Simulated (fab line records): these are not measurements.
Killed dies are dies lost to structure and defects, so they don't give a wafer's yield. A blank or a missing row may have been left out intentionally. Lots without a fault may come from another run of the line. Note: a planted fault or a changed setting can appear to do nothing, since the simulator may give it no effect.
Matching of chambers | flow sky130 | pecvd-04 running SKY_PASSIVATION_CVD_00: 3 sister chambers
The step deposits SiO2, target thk 90 nm. 3 wafers are shown with their chamber, then 12 later ones without.

== EACH WAFER AND ITS CHAMBER ==
wafer  | chamber | heater power w (W)
L089.1 | 2       | 705
L089.2 | 0       | 636
L089.4 | 1       | 796

== WAFERS MISSING THEIR CHAMBER ==
wafer  | heater power w (W)
L088.1 | 598
L088.2 | 629
L088.4 | 799
L095.1 | 804
L095.3 | 626
L095.4 | 643
L097.1 | 524
L097.2 | 802
L097.3 | 598
L097.4 | 825
L097.5 | 528
L097.6 | 619

== EACH ONE'S CHAMBER ==
wafer  | from the rows above     | in truth
L088.1 | can't be placed: 0 or 2 | 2
L088.2 | can't be placed: 0 or 2 | 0
L088.4 | can't be placed: 1 or 2 | 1
L095.1 | can't be placed: 1 or 2 | 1
L095.3 | can't be placed: 0 or 2 | 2
L095.4 | can't be placed: 0 or 2 | 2
L097.1 | can't be placed: 0 or 2 | 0
L097.2 | can't be placed: 1 or 2 | 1
L097.3 | can't be placed: 0 or 2 | 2
L097.4 | can't be placed: 1 or 2 | 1
L097.5 | can't be placed: 0 or 2 | 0
L097.6 | can't be placed: 0 or 2 | 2
Placed correctly: 0 of 12. Can't be placed from these rows: 12 (the true chamber is among the candidates in 12). Placed wrongly: 0.
How it was worked out, from the rows above alone: a wafer's distance from a chamber is the root of the sum, over the readings, of the square of ((its reading less the chamber's mean) divided by the reading's scatter). If the next closest chamber is less than 2 further off than the closest, the wafer can't be placed; otherwise it belongs to the closest. A chamber's mean is the mean of its shown wafers. The scatter: with one shown wafer a chamber, the root of the mean of the squares of how far each hidden wafer lies from its nearest shown one.
